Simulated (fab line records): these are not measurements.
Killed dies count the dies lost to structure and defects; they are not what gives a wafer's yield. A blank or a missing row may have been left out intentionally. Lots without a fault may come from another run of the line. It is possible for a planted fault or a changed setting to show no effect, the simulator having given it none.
Comparing a struck lot with a sound one | flow sky130 | 14 steps out of a route of 708
Sound: these wafers, L632.1, L632.5, L632.6. Wafers L641.3, L641.5, L641.6 were the ones struck. At the end, the cause is stated.
Order at every step that has rows: each side's tool, ch and its chambers, its first start. Under that, the readings that differ: sound wafers | struck wafers | difference of the means | sigmas: that difference in standard deviations of wafers without a fault.
alike: readings with means less than 2 such deviations apart, plus words and numbers identical on both sides. not compared: withheld readings, readings lacking a value on some wafer, bounds such as >300 that could conceal the same value, and numbers that have no deviation in the record and whose values overlap.
A row with sigmas, a row that says differs or no value, or rows on one side alone: a step with any of these is where the two part. When numbers do not overlap yet have no deviation, they are printed without sigmas and do not part them. A reading that every wafer of one side lacks parts them only if that side has two wafers or more.

first, 1 step without rows for these wafers: SKY_POLY_GATE_IMPLANT_02.
SKY_RES_PROTECT_STRIP_07: strips in O2/N2.
  sound on plasma asher-01 ch 0,1, day 18 18:29; struck on plasma asher-02 ch 0,1, day 21 18:23
  alike: drypump motor current A, oes product au, strip time to endpoint s
  not compared: rf hours counter h
SKY_RES_PROTECT_TW_MEAS_08:
  sound: film metro-01 at day 18 18:35; struck: film metro-01 at day 21 18:28
  alike: POLY_GATE_TW
then, 2 steps without rows for these wafers: SKY_RES_PROTECT_CLEAN_09 (cleans in SC1/SC2, time 150 s); SKY_POLY_GATE_CVD_03 (deposits Si3N4 from DCS/NH3, target thk 75 nm, time 1290 s).
SKY_POLY_GATE_THK_MEAS_04:
  sound: film metro-01 at day 18 20:04; struck: film metro-04 at day 21 19:58
  reading                   | sound          | struck         | difference | sigmas
  POLY_GATE_CVD_03_THK (nm) | 74.0 73.8 73.9 | 75.7 75.5 76.0 | +1.8       | +3
then, 6 steps without rows for these wafers: SKY_POLY_GATE_DEHYDRATE_05 (time 60 s); SKY_POLY_GATE_HMDS_06 (prime time 60 s); SKY_POLY_GATE_COAT_07 (resist thk 110 nm); SKY_POLY_GATE_COAT_08 (resist thk 450 nm); SKY_POLY_GATE_SOFTBAKE_09 (time 90 s); SKY_POLY_GATE_EXPOSE_10 (exposes mask P1M, target cd 150 nm).
SKY_POLY_GATE_PEB_11:
  struck on litho track-02, day 23 02:00; sound on litho track-04 ch 0, day 20 02:00
  reading         | sound          | struck | difference                    | sigmas
  exhaust pa (Pa) | 45.7 45.8 44.3 | - - -  | no value on the struck wafers |
  not compared: chill plate temp C
then, 1 step without rows for these wafers: SKY_POLY_GATE_DEVELOP_12 (develop time 60 s).

== WHERE THEY PART ==
Earliest at SKY_POLY_GATE_THK_MEAS_04; latest, in this record, at SKY_POLY_GATE_PEB_11.

WHY: the cause the simulator had injected
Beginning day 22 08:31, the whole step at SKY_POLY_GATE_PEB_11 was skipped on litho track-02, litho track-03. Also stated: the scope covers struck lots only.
